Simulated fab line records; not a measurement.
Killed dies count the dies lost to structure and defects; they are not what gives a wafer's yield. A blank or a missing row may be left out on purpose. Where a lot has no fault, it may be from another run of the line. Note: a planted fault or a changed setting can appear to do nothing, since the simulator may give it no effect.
Which tool was responsible? + flow gf180mcu + 13 lots with 39 wafers sampled at 6 steps, on a route of 602 steps

WHAT THE GAUGES SHOWED, per wafer
GF_LVPWELL_OVL_MEAS_07. Usual: LVPWELL_OVL gives -1.3 nm (standard deviation 1.3).
| lot  | measured    | on         | LVPWELL_OVL (nm) | flag |
|------|-------------|------------|------------------|------|
| L422 | day 3 20:07 | overlay-02 | -0.2 -3.8 -0.7   |      |
| L424 | day 4 08:40 | overlay-01 | -2.2 -0.3 -1.2   |      |
| L426 | day 4 19:35 | overlay-01 | 0.2 -1.0 -0.6    |      |
| L427 | day 5 01:10 | overlay-02 | 0.7 -0.4 -0.8    |      |
| L428 | day 5 08:01 | overlay-02 | -1.9 -0.9 -3.4   |      |
| L433 | day 6 09:29 | overlay-02 | -1.9 -2.2 -2.8   |      |
| L438 | day 7 15:10 | overlay-02 | 0.6 -1.7 0.9     |      |
| L440 | day 8 07:04 | overlay-02 | -2.9 -1.9 -2.8   |      |
| L441 | day 8 07:37 | overlay-01 | 0.0 0.8 1.7      |      |
| L442 | day 8 13:14 | overlay-01 | -2.3 -2.7 -2.6   |      |
| L443 | day 8 19:01 | overlay-01 | -0.6 -2.1 -1.6   |      |
| L444 | day 9 00:44 | overlay-02 | -0.8 -0.3 -4.5   |      |
| L445 | day 9 06:20 | overlay-01 | -1.2 -0.2 -1.3   |      |

GF_HV_LDD_CD_MEAS_07 targets a cd of 400 nm. Usual: 399.8 nm for cdNm, sd 1.9.
| lot  | measured     | on       | cdNm (nm)         | flag |
|------|--------------|----------|-------------------|------|
| L422 | day 10 00:01 | cdSem-02 | 403.0 398.1 399.8 |      |
| L424 | day 10 14:58 | cdSem-02 | 402.3 398.6 400.9 |      |
| L426 | day 11 11:35 | cdSem-02 | 400.8 401.9 402.4 |      |
| L427 | day 11 14:59 | cdSem-02 | 400.5 401.4 400.2 |      |
| L428 | day 11 23:16 | cdSem-01 | 395.7 397.7 396.6 |      |
| L433 | day 13 11:34 | cdSem-01 | - - -             | OFF  |
| L438 | day 14 23:34 | cdSem-01 | 397.7 399.6 396.3 |      |
| L440 | day 15 21:47 | cdSem-01 | 399.1 396.6 398.8 |      |
| L441 | day 15 22:08 | cdSem-02 | 396.1 395.6 396.9 |      |
| L442 | day 16 04:32 | cdSem-02 | 401.0 400.7 401.7 |      |
| L443 | day 16 11:33 | cdSem-01 | 399.2 399.6 397.6 |      |
| L444 | day 16 20:51 | cdSem-02 | 401.1 401.6 400.3 |      |
| L445 | day 17 02:19 | cdSem-02 | 401.9 400.1 400.0 |      |

GF_HV_LDD_TW_MEAS_11. Usual: HV_LDD_TW gives 2421 (standard deviation 18).
| lot  | measured     | on           | HV_LDD_TW      | flag |
|------|--------------|--------------|----------------|------|
| L422 | day 10 00:24 | filmMetro-04 | 2404 2405 2409 |      |
| L424 | day 10 15:23 | filmMetro-04 | 2395 2407 2392 |      |
| L426 | day 11 11:59 | filmMetro-01 | 2414 2421 2410 |      |
| L427 | day 11 15:23 | filmMetro-01 | 2408 2403 2417 |      |
| L428 | day 11 23:39 | filmMetro-02 | 2450 2446 2438 |      |
| L433 | day 13 11:57 | filmMetro-04 | 30 30 30       | OFF  |
| L438 | day 14 23:58 | filmMetro-01 | 2433 2436 2430 |      |
| L440 | day 15 22:11 | filmMetro-02 | 2433 2435 2444 |      |
| L441 | day 15 22:32 | filmMetro-01 | 2425 2423 2410 |      |
| L442 | day 16 04:56 | filmMetro-04 | 2397 2409 2407 |      |
| L443 | day 16 11:57 | filmMetro-02 | 2427 2428 2432 |      |
| L444 | day 16 21:15 | filmMetro-04 | 2404 2408 2404 |      |
| L445 | day 17 02:43 | filmMetro-04 | 2398 2405 2396 |      |

GF_M1_THK_MEAS_06: measures by xrf. Usual: M1_ALCU_THK gives 448 nm (standard deviation 5.5).
| lot  | measured     | on           | M1_ALCU_THK (nm) | flag |
|------|--------------|--------------|------------------|------|
| L422 | day 16 06:31 | filmMetro-03 | 450 452 439      |      |
| L424 | day 16 21:01 | filmMetro-01 | 458 453 457      |      |
| L426 | day 18 00:33 | filmMetro-03 | 453 453 445      |      |
| L427 | day 18 02:44 | filmMetro-03 | 439 453 453      |      |
| L428 | day 18 13:43 | filmMetro-04 | 448 448 441      |      |
| L438 | day 22 04:06 | filmMetro-03 | 453 448 447      |      |
| L440 | day 23 04:18 | filmMetro-04 | 444 442 450      |      |
| L441 | day 23 09:55 | filmMetro-01 | 449 448 445      |      |
| L442 | day 23 10:42 | filmMetro-01 | 445 450 447      |      |
| L443 | day 23 15:26 | filmMetro-01 | 449 438 449      |      |
| L444 | day 24 02:13 | filmMetro-03 | 451 458 450      |      |
| L445 | day 24 10:31 | filmMetro-01 | 453 458 448      |      |

WHICH TOOL RAN EACH LOT (tool, then ch and the chambers of the sampled wafers, then the start)
| lot  | GF_HV_LDD_EXPOSE_04                | GF_CONTACT_CVD_02               |
|------|------------------------------------|---------------------------------|
| L422 | ilineStepper-01 ch 0, day 9 15:35  | pecvd-01 ch 0,1, day 15 06:56   |
| L424 | ilineStepper-02 ch 0, day 10 06:17 | pecvd-04 ch 0,1,2, day 15 20:44 |
| L426 | ilineStepper-02 ch 0, day 11 02:29 | pecvd-02 ch 0,1,2, day 16 23:05 |
| L427 | ilineStepper-02 ch 0, day 11 05:53 | pecvd-02 ch 0,1, day 17 01:29   |
| L428 | ilineStepper-01 ch 0, day 11 13:35 | pecvd-02 ch 0,1, day 17 11:43   |
| L433 | ilineStepper-02 ch 0, day 13 01:43 | -                               |
| L438 | ilineStepper-01 ch 0, day 14 13:13 | pecvd-04 ch 0,1,2, day 21 02:11 |
| L440 | ilineStepper-02 ch 0, day 15 10:40 | pecvd-04 ch 0,1, day 22 03:07   |
| L441 | ilineStepper-01 ch 0, day 15 11:55 | pecvd-01 ch 0,2, day 22 08:31   |
| L442 | ilineStepper-02 ch 0, day 15 18:23 | pecvd-02 ch 1,2, day 22 08:56   |
| L443 | ilineStepper-02 ch 0, day 16 00:17 | pecvd-01 ch 1,2, day 22 14:01   |
| L444 | ilineStepper-02 ch 0, day 16 09:41 | pecvd-04 ch 0,1, day 23 01:06   |
| L445 | ilineStepper-02 ch 0, day 16 15:34 | pecvd-04 ch 0,1,2, day 23 09:41 |
- GF_HV_LDD_EXPOSE_04: exposes mask Nplus LV AREA, target cd 400 nm.
- GF_CONTACT_CVD_02: deposits SiO2 from TEOS, target thk 860 nm, time 95.992 s.

AS READ BY THE TOOLS THEMSELVES (means over the sampled wafers that have a number; for cases with no such wafer, the mark the record gives instead)
GF_CONTACT_CVD_02. Usual: 644 W for heaterPowerW, sd 110.
| lot  | tool     | heaterPowerW (W) | flag |
|------|----------|------------------|------|
| L422 | pecvd-01 | 643              |      |
| L424 | pecvd-04 | 579              |      |
| L426 | pecvd-02 | 753              |      |
| L427 | pecvd-02 | 737              |      |
| L428 | pecvd-02 | 627              |      |
| L438 | pecvd-04 | 656              |      |
| L440 | pecvd-04 | 588              |      |
| L441 | pecvd-01 | 683              |      |
| L442 | pecvd-02 | 722              |      |
| L443 | pecvd-01 | 629              |      |
| L444 | pecvd-04 | 641              |      |
| L445 | pecvd-04 | 621              |      |

THE ANSWER, worked out from the rows above alone
Rule: a lot is off if the mean of its wafers that have a number lies more than 3 standard deviations from the usual mean. Also off: a lot with no number at a reading for which 4 or more lots have one. All remaining lots with rows at the step are treated as sound. After the gauges, taken in route order, come the tools' own readings; for these a lot's mean is taken, as printed above. At the first step where some lot is off, the reading lying furthest off is the one used; lots without a number count as furthest.
Off: L433 (GF_HV_LDD_CD_MEAS_07, cdNm). Without a number there: L433.
A tool fits if, at a process step before that reading, it ran every lot that is off, and no sound lot after the first of them. The gauges at GF_HV_LDD_CD_MEAS_07 aren't tried: what is off there is off at GF_HV_LDD_TW_MEAS_11 too, on other tools, and a gauge's error can't cause that. Of those tried, none fits.

WHAT WAS PUT IN BY THE SIMULATOR
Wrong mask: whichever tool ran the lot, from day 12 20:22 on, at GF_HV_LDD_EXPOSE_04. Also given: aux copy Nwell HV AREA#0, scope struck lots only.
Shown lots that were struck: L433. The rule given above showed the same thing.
